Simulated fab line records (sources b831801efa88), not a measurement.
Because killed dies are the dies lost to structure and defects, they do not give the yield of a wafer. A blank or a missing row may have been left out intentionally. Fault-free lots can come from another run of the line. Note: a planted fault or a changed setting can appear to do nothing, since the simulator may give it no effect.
Comparing a struck lot with a sound one    flow sky130    15 out of 708 route steps
Sound: these wafers, L280.2, L280.3, L280.6. Struck: wafer L294.6 (L294.1, L294.3, from the same lot, were not struck and are left out); the cause is given at the end.
Per side, at each step with rows, come the tool, then ch with its chambers, and then its first start. Under that, the readings that differ: sound wafers    struck wafers    difference of the means    sigmas: that difference in standard deviations of wafers without a fault.
alike: same words and numbers on both sides, and readings whose means sit less than 2 such deviations apart. not compared: any withheld reading, any reading some wafer has no value for, any bound like >300 that may hide the same value, and any number with overlapping values for which the record gives no deviation.
The two part at a step that has a row with sigmas, a row that says differs or no value, or rows on one side only. Numbers that have no deviation but don't overlap get no sigmas and don't part them. A reading missing from all wafers of one side parts the sides only when that side holds two or more wafers.

SKY_SD_N_OVL_MEAS_08:
  struck on overlay-02, day 34 10:23; sound on overlay-02, day 29 05:59
  alike: SD_N_OVL
then, 2 steps without rows for these wafers: SKY_SD_N_IMPLANT_09; SKY_SD_N_IMPLANT_10.
SKY_SD_N_STRIP_11: strips in O2/N2.
  sound on plasma asher-03 ch 0,1, day 29 06:19; struck on plasma asher-04 ch 1, day 34 10:43
  alike: drypump motor current A, oes product au, strip time to endpoint s
  not compared: rf hours counter h
SKY_SD_N_TW_MEAS_12:
  struck on film metro-01, day 34 10:49; sound on film metro-02, day 29 06:26
  alike: SD_N_TW
then, 1 step without rows for these wafers: SKY_SD_N_CLEAN_13 (cleans in SC1/SC2, time 150 s).
SKY_SD_N_RTA_14: time 2 s.
  sound on rtp anneal-02 ch 0, day 29 06:32; struck on rtp anneal-01 ch 0, day 34 10:56
reading             sound              struck  difference  sigmas
lamp power pct (%)  15.73 15.65 15.67  15.81   +0.13       +2
  alike: wafer_temp_C_max
SKY_SD_N_RS_MEAS_16: uses a four-point probe to measure.
  struck on film metro-02, day 34 11:06; sound on film metro-01, day 29 06:44
  alike: SD_N_RS
SKY_SD_N_RS_MEAS_17: uses a four-point probe to measure.
  struck on film metro-02, day 34 11:13; sound on film metro-01, day 29 06:51
  alike: SD_P_RS
SKY_SD_N_RS_MEAS_18: uses a four-point probe to measure.
  struck on film metro-02, day 34 11:20; sound on film metro-01, day 29 06:58
  alike: RES_XHIGH_RS
then, 1 step without rows for these wafers: SKY_SALICIDE_CLEAN_00 (cleans in HF-last, time 30 s).
SKY_LI_CONTACT_HDPCVD_00: deposits PSG, target thk 930 nm, time 155 s.
  sound on hdpcvd-01 ch 0,1, day 29 07:05; struck on hdpcvd-01 ch 0, day 34 11:29
reading                                        sound              struck  difference  sigmas
run length s (s)                               182.8 182.1 182.7  176.9   -5.6        -13
model.PSG_of_LI_CONTACT_HDPCVD_00.thk nm (nm)  930.3 922.6 912.4  894.8   -27.0       
SKY_LI_CONTACT_THK_MEAS_01:
  struck on film metro-04, day 34 11:35; sound on film metro-02, day 29 07:12
reading                     sound        struck  difference  sigmas
LI_CONTACT_HDPCVD_THK (nm)  931 922 914  895     -27         -3
SKY_LI_CONTACT_CMP_02: polishes PSG.
  sound on cmp-02 ch 0,1,2, day 29 07:21; struck on cmp-02 ch 0, day 34 11:38
reading             sound              struck  difference  sigmas
slurry flow ml min  149.9 148.9 149.5  150.7   +1.3        +3
  alike: head pressure psi, motor current A, platen rpm, time to endpoint s
-- the record jumps here: 16 days lie between the struck wafers' starts before and after (it left off in module LI_CONTACT and takes up again in module PAD_OPEN, whose first step shown is number 708 of the route) --
SKY_PAD_OPEN_PROBE_99:
  struck on prober-01, day 50 10:14; sound on prober-02, day 46 19:37
  alike: killed_at_M0_to_M3, killed_at_M4_up, killed at contacts, killed at front end, killed at other, killed dies, killed open, killed short

## WHERE THEY PART
At SKY_SD_N_RTA_14 first; at SKY_LI_CONTACT_CMP_02 last (within this record only). Later steps at which nothing parts them and some readings are alike: SKY_PAD_OPEN_PROBE_99.

WHY: the cause the simulator had injected
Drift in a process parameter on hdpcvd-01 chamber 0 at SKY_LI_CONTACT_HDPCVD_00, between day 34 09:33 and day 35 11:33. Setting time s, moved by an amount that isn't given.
